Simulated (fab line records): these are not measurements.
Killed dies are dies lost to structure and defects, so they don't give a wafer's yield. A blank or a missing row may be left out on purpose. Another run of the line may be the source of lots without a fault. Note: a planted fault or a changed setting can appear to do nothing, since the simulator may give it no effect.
Chamber matching | flow sky130 | 3 sister chambers for SKY_VIA1_HDPCVD_00 on hdpcvd-02
The step deposits SiO2, target thk 1030 nm, time 171.7 s. 3 wafers are shown with their chamber, then 7 later ones without.

== WAFERS, EACH WITH ITS CHAMBER ==
wafer  | chamber | sih4 flow sccm (sccm)
L566.6 | 2       | 60.14
L569.1 | 0       | 59.97
L569.2 | 1       | 59.99

== WAFERS WITHOUT THEIR CHAMBER ==
wafer  | sih4 flow sccm (sccm)
L569.6 | 60.06
L581.1 | 59.96
L581.2 | 59.97
L581.4 | 60.08
L580.2 | 60.18
L580.4 | 60.05
L580.6 | 60.14

== WHICH CHAMBER EACH ONE RAN IN ==
wafer  | from the rows above          | in truth
L569.6 | can't be placed: 1 or 2 or 0 | 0
L581.1 | can't be placed: 0 or 1      | 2
L581.2 | can't be placed: 0 or 1      | 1
L581.4 | can't be placed: 2 or 1 or 0 | 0
L580.2 | 2                            | 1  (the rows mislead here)
L580.4 | can't be placed: 1 or 0 or 2 | 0
L580.6 | 2                            | 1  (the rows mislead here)
0 of 7 placed correctly. Cannot be placed on the basis of these rows: 5; the candidates contain the true chamber in 4. 2 placed wrongly.
How it was worked out, from the rows above alone: a wafer's distance from a chamber is the root of the sum, over the readings, of the square of ((its reading less the chamber's mean) divided by the reading's scatter). The wafer belongs to the nearest chamber; if the next one is less than 2 further off, it can't be placed. A chamber's mean is the mean of its shown wafers. The scatter: with one shown wafer a chamber, the root of the mean of the squares of how far each hidden wafer lies from its nearest shown one.
